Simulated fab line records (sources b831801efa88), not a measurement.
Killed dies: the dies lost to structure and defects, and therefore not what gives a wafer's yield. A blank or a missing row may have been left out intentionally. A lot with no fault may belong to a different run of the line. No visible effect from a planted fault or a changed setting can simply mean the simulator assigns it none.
Which tool is to blame? | flow gf180mcu | 39 wafers from 13 lots sampled at 5 of the route's 602 steps

## WHAT EACH GAUGE READ, for each wafer
GF_DUAL_GATE_OVL_MEAS_11.
lot  | measured     | on         | DUAL_GATE_OVL (nm)
L581 | day 8 02:34  | overlay-02 | -2.3 0.1 -0.7
L582 | day 8 09:04  | overlay-02 | -1.4 1.2 -0.6
L587 | day 9 20:27  | overlay-02 | -0.8 -2.3 -3.3
L590 | day 10 16:34 | overlay-01 | 3.1 1.5 1.0
L594 | day 11 19:34 | overlay-02 | -1.9 -2.6 -0.8
L597 | day 13 04:22 | overlay-01 | -0.8 0.3 -2.5
L596 | day 13 04:34 | overlay-01 | 1.9 -0.1 0.0
L598 | day 13 06:04 | overlay-01 | 0.0 -1.3 -2.2
L599 | day 13 07:40 | overlay-01 | -0.1 -0.1 -0.8
L600 | day 13 15:10 | overlay-01 | -1.9 -2.2 -2.1
L602 | day 14 15:13 | overlay-01 | -2.0 -1.9 -1.1
L603 | day 15 02:52 | overlay-02 | 0.6 1.7 1.1
L604 | day 15 09:09 | overlay-01 | 0.4 -1.3 -0.6

GF_POLY_GATE_THK_MEAS_01.
lot  | measured     | on           | POLY_GATE_CVD_00_THK (nm)
L581 | day 8 08:50  | filmMetro-04 | 202.6 203.2 204.1
L582 | day 8 12:52  | filmMetro-04 | 195.7 198.1 197.7
L587 | day 9 23:55  | filmMetro-02 | 200.0 200.5 201.0
L590 | day 11 00:02 | filmMetro-04 | 198.1 199.7 199.9
L594 | day 11 23:49 | filmMetro-02 | 199.6 200.5 199.5
L597 | day 13 08:58 | filmMetro-04 | 201.1 202.1 199.4
L596 | day 13 08:59 | filmMetro-02 | 195.2 195.8 198.1
L598 | day 13 10:32 | filmMetro-03 | 198.2 199.5 200.1
L599 | day 13 13:04 | filmMetro-03 | 201.1 200.9 201.8
L600 | day 13 18:20 | filmMetro-04 | 200.5 199.6 200.2
L602 | day 14 18:33 | filmMetro-04 | 201.3 198.6 200.8
L603 | day 15 06:02 | filmMetro-03 | 198.1 199.2 198.1
L604 | day 15 13:45 | filmMetro-02 | 202.0 201.5 200.8

GF_POLY_GATE_CD_MEAS_10: the cd target is 280 nm.
lot  | measured     | on       | cdNm (nm)
L581 | day 9 02:17  | cdSem-02 | 281.2 280.5 281.9
L582 | day 9 06:07  | cdSem-02 | 278.9 279.3 280.4
L587 | day 10 18:03 | cdSem-02 | 278.5 273.7 273.4
L590 | day 11 19:13 | cdSem-02 | 281.9 280.6 280.1
L594 | day 12 19:06 | cdSem-01 | 278.0 278.3 278.2
L597 | day 14 05:24 | cdSem-01 | 279.6 278.7 277.8
L596 | day 14 05:47 | cdSem-01 | 280.6 280.5 280.6
L598 | day 14 07:13 | cdSem-01 | 279.8 279.5 279.4
L599 | day 14 09:58 | cdSem-01 | 280.5 279.2 280.6
L600 | day 14 14:56 | cdSem-01 | 279.3 278.9 279.1
L602 | day 15 16:30 | cdSem-01 | 279.7 281.0 280.5
L603 | day 16 03:55 | cdSem-02 | 281.5 282.3 279.7
L604 | day 16 12:03 | cdSem-02 | 280.4 280.8 281.4

## EACH LOT AND THE TOOL THAT RAN IT (in order: tool; ch and the chambers of the sampled wafers; start)
lot  | GF_DUAL_GATE_SOFTBAKE_07         | GF_POLY_GATE_EXPOSE_07
L581 | lithoTrack-02 ch 0, day 7 17:25  | krfScanner-01 ch 0, day 8 17:44
L582 | lithoTrack-02 ch 0, day 8 00:56  | krfScanner-02 ch 0, day 8 22:09
L587 | lithoTrack-01 ch 0, day 9 11:34  | krfScanner-02 ch 0, day 10 09:32
L590 | lithoTrack-01 ch 0, day 10 07:16 | krfScanner-01 ch 0, day 11 09:53
L594 | lithoTrack-02 ch 0, day 11 10:34 | krfScanner-01 ch 0, day 12 09:40
L597 | lithoTrack-02 ch 0, day 12 18:10 | krfScanner-01 ch 0, day 13 19:06
L596 | lithoTrack-01 ch 0, day 12 18:16 | krfScanner-02 ch 0, day 13 19:23
L598 | lithoTrack-04 ch 0, day 12 20:05 | krfScanner-02 ch 0, day 13 21:07
L599 | lithoTrack-02 ch 0, day 12 21:32 | krfScanner-02 ch 0, day 13 23:59
L600 | lithoTrack-04 ch 0, day 13 05:37 | krfScanner-02 ch 0, day 14 05:04
L602 | lithoTrack-02 ch 0, day 14 04:55 | krfScanner-02 ch 0, day 15 05:58
L603 | lithoTrack-02 ch 0, day 14 16:11 | krfScanner-02 ch 0, day 15 16:55
L604 | lithoTrack-02 ch 0, day 14 21:55 | krfScanner-01 ch 0, day 16 01:13
- GF_DUAL_GATE_SOFTBAKE_07: time 62.9 s.
- GF_POLY_GATE_EXPOSE_07: exposes mask Poly2, target cd 280 nm.

## WHAT THE TOOLS THEMSELVES READ (means of the sampled wafers that have a number; where no wafer has one, the mark that the record gives instead)
GF_DUAL_GATE_SOFTBAKE_07.
lot  | tool          | heaterPowerTotalW (W) | plateSensorTCentreC (C) | plateSensorTEdgeC (C)
L581 | lithoTrack-02 | 56.64                 | 90.749                  | 90.829
L582 | lithoTrack-02 | 56.63                 | 90.767                  | 90.824
L587 | lithoTrack-01 | 56.68                 | 90.758                  | 90.834
L590 | lithoTrack-01 | 56.64                 | 90.754                  | 90.818
L594 | lithoTrack-02 | 56.65                 | 90.755                  | 90.839
L597 | lithoTrack-02 | 56.61                 | 90.753                  | 90.818
L596 | lithoTrack-01 | 56.67                 | 90.763                  | 90.831
L598 | lithoTrack-04 | 56.63                 | 90.757                  | 90.825
L599 | lithoTrack-02 | 56.68                 | 90.751                  | 90.821
L600 | lithoTrack-04 | 56.69                 | 90.756                  | 90.833
L602 | lithoTrack-02 | 56.68                 | 90.762                  | 90.819
L603 | lithoTrack-02 | 56.67                 | 90.755                  | 90.820
L604 | lithoTrack-02 | 56.65                 | 90.758                  | 90.828

GF_POLY_GATE_EXPOSE_07.
lot  | tool          | exposureDoseMJCm2 | focusOffsetNm (nm)
L581 | krfScanner-01 | 27.982            | -0.3
L582 | krfScanner-02 | 27.989            | 0.3
L587 | krfScanner-02 | 27.718            | -0.5
L590 | krfScanner-01 | 28.004            | -0.0
L594 | krfScanner-01 | 27.963            | -0.0
L597 | krfScanner-01 | 27.968            | -0.3
L596 | krfScanner-02 | 27.980            | 0.3
L598 | krfScanner-02 | 28.010            | -0.7
L599 | krfScanner-02 | 27.965            | -0.3
L600 | krfScanner-02 | 27.981            | -0.3
L602 | krfScanner-02 | 27.972            | 0.3
L603 | krfScanner-02 | 27.943            | -0.5
L604 | krfScanner-01 | 27.966            | -0.3

## THE ANSWER, worked out from the rows above alone
Rule: usual is defined by the lots themselves. Put in order of their means at a reading, lots are off if they are a third of the lots or fewer, leave a main group of 4 or more, and stand apart from it by a gap of 3 or more times the standard deviation of the main group's means; of several such gaps the widest counts. Not used: any main group whose means are identical at the precision the tables above print for the reading. A lot without any number at a reading at which 4 lots or more have one is off too. Where the step has rows for the other lots, those lots are counted as sound. Order of review: gauges by route order, followed by the tools' own readings, for which a lot's mean as printed above is used. The first step at which some lot is off is used, and at that step the reading that is off furthest; a lot without a number counts as furthest.
Off: L587, at GF_POLY_GATE_CD_MEAS_10 (cdNm). For the main group the mean is 280.0 nm and the standard deviation 0.96.
If a tool, at a process step before that reading, ran all the lots that are off and no sound lot after the first of them, it fits. The gauges at GF_POLY_GATE_CD_MEAS_10 aren't tried: what is off there is off at GF_POLY_GATE_EXPOSE_07 too, on other tools, and a gauge's error can't cause that. Not one of the candidates tried fits.

## WHAT THE SIMULATOR HAD INSERTED
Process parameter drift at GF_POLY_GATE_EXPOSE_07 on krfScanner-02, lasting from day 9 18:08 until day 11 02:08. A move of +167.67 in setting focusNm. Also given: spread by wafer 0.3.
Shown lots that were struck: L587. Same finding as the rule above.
